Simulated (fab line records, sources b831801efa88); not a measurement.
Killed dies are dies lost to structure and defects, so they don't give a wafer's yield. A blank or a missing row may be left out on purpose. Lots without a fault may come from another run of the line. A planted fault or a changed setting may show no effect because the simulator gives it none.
A struck lot beside a sound one | flow sky130 | 32 steps out of a route of 708
Sound: wafers L711.3, L711.4, L711.5. Struck: wafer L728.1. (L728.6 of the same lot was not struck and is left out.) The cause comes at the end.
At each step with rows: each side's tool, then ch and its chambers, then its first start. Under that, the readings that differ: sound wafers | struck wafers | difference of the means | sigmas: that difference in standard deviations of wafers without a fault.
alike: readings whose means differ by less than 2 such deviations, and words and numbers that are the same on both sides. not compared: withheld readings, readings that some wafer has no value for, bounds like >300 that may hide the same value, and numbers for which the record gives no deviation and whose values overlap.
The two part at a step that has a row with sigmas, a row that says differs or no value, or rows on one side only. Numbers that don't overlap but have no deviation are shown without sigmas and don't part them. A reading that every wafer of one side lacks parts them only if that side has two wafers or more.

SKY_VIA1_ETCH_15: etches SiO2 in C4F8/O2/Ar, stops on TiN, target depth 351 nm, time 54 s.
  sound on rie_diel-03 ch 0,3, day 35 11:31; struck on rie_diel-03 ch 1, day 40 07:52
  alike: bias_w, oes_product_au, rf_fwd_power_W
  not compared: rf_hours_counter_h
then, 6 steps without rows for these wafers: SKY_VIA1_STRIP_16 (strips in O2/N2); SKY_VIA1_STRIP_17 (strips in post etch residue remover, time 1200 s); SKY_VIA1_CLEAN_18 (cleans in IPA, time 180 s); SKY_VIA1_CLEAN_19 (cleans in O3/DIW); SKY_VIA1_SPUTTER_20 (material TiN, target thk 20 nm, time 80 s); SKY_VIA1_CVD_21 (deposits W, target thk 270 nm, time 80.902 s).
SKY_VIA1_RS_MEAS_22: measures by four-point-probe.
  sound on film_metro-02, day 35 12:25; struck on film_metro-04, day 40 08:42
  alike: VIA1_W_RS
SKY_VIA1_THK_MEAS_23: measures by xrf.
  sound on film_metro-02, day 35 12:31; struck on film_metro-04, day 40 08:49
  alike: VIA1_W_THK
SKY_VIA1_CMP_24: polishes, stops on SiO2, t overpolish 15 s, target thk 0 nm.
  sound on cmp-01 ch 0,1,3, day 35 12:39; struck on cmp-02 ch 0, day 40 09:03
  alike: motor_current_A, overpolish_run_s, time_to_endpoint_s
then, 2 steps without rows for these wafers: SKY_METAL2_SPUTTER_00 (material Ti, target thk 15 nm, time 10 s); SKY_METAL2_SPUTTER_01 (material TiN, target thk 20 nm, time 16.7 s).
SKY_METAL2_SPUTTER_02: material AlCu, target thk 250 nm, time 13.3 s.
  sound on pvd_sputter-01, day 35 12:54; struck on pvd_sputter-02, day 40 09:24
  reading                                     | sound             | struck | difference | sigmas
  model.AlCu_of_METAL2_SPUTTER_02.thk_nm (nm) | 250.6 250.4 252.1 | 237.6  | -13.4      |
  alike: throttle_valve_pct
then, 1 step without rows for these wafers: SKY_METAL2_SPUTTER_03 (material Ti, target thk 5 nm, time 3.3 s).
SKY_METAL2_SPUTTER_04: material TiN, target thk 70 nm, time 58.3 s.
  sound on pvd_sputter-01, day 35 12:56; struck on pvd_sputter-02, day 40 09:26
  alike: throttle_valve_pct
SKY_METAL2_RS_MEAS_05: measures by four-point-probe.
  sound on film_metro-03, day 35 13:02; struck on film_metro-01, day 40 09:29
  reading                 | sound                | struck | difference | sigmas
  METAL2_ALCU_RS (ohm/sq) | 0.1263 0.1264 0.1258 | 0.1334 | +0.0072    | +5
SKY_METAL2_THK_MEAS_06: measures by xrf.
  sound on film_metro-03, day 35 13:08; struck on film_metro-01, day 40 09:37
  reading              | sound       | struck | difference | sigmas
  METAL2_ALCU_THK (nm) | 256 257 258 | 241    | -16        | -5
then, 8 steps without rows for these wafers: SKY_METAL2_DEHYDRATE_07 (time 60 s); SKY_METAL2_HMDS_08 (prime time 60 s); SKY_METAL2_COAT_09 (resist thk 60 nm); SKY_METAL2_COAT_10 (resist thk 450 nm); SKY_METAL2_SOFTBAKE_11 (time 90 s); SKY_METAL2_EXPOSE_12 (exposes mask MM2, target cd 140 nm); SKY_METAL2_PEB_13; SKY_METAL2_DEVELOP_14 (develop time 60 s).
SKY_METAL2_CD_MEAS_15: target cd 140 nm.
  sound on cd_sem-02, day 36 14:52; struck on cd_sem-01, day 41 09:22
  alike: cd_nm
SKY_METAL2_OVL_MEAS_16:
  sound on overlay-02, day 36 14:58; struck on overlay-01, day 41 09:29
  alike: METAL2_OVL
SKY_METAL2_DESCUM_17: chemistry O2, time 8 s.
  sound on rie_metal-02 ch 1, day 36 15:01; struck on rie_metal-04 ch 1, day 41 09:31
  reading                | sound | struck | difference                   | sigmas
  rf_hours_counter_h (h) | - - - | 8      | no value on the sound wafers |
  alike: drypump_motor_current_A, oes_product_au, rf_fwd_power_W
SKY_METAL2_ETCH_18: etches BARC in N2/H2, stops on SiO2, time 45.9 s, target depth 60 nm.
  sound on rie_metal-02 ch 1, day 36 15:06; struck on rie_metal-04 ch 1, day 41 09:34
  reading                | sound | struck | difference                   | sigmas
  rf_hours_counter_h (h) | - - - | 8      | no value on the sound wafers |
  alike: bias_w, drypump_motor_current_A, h2_flow_sccm, oes_product_au, rf_fwd_power_W, throttle_valve_pct
SKY_METAL2_METAL_ETCH_19: etches the open film in Cl2/BCl3, stops on SiO2, target depth 360 nm, time 78 s.
  sound on rie_metal-02 ch 1, day 36 15:14; struck on rie_metal-04 ch 1, day 41 09:37
  reading                            | sound           | struck | difference                   | sigmas
  rf_hours_counter_h (h)             | - - -           | 8      | no value on the sound wafers |
  model.etch.depth_nm (nm)           | 359.9 360 361.5 | 368.8  | +8.3                         |
  model.METAL2.feature_depth_nm (nm) | 359.9 360 361.5 | 368.8  | +8.3                         |
  alike: bias_w, drypump_motor_current_A, oes_product_au, rf_fwd_power_W, throttle_valve_pct
then, 1 step without rows for these wafers: SKY_METAL2_STRIP_20 (strips in O2/N2).
SKY_PAD_OPEN_PROBE_99:
  the record has rows for the sound wafers here (prober-02, day 47 01:23) and none for the struck ones

WHERE THEY PART
First at SKY_METAL2_RS_MEAS_05; last, within this record, at SKY_PAD_OPEN_PROBE_99.

WHY: what the simulator had put in
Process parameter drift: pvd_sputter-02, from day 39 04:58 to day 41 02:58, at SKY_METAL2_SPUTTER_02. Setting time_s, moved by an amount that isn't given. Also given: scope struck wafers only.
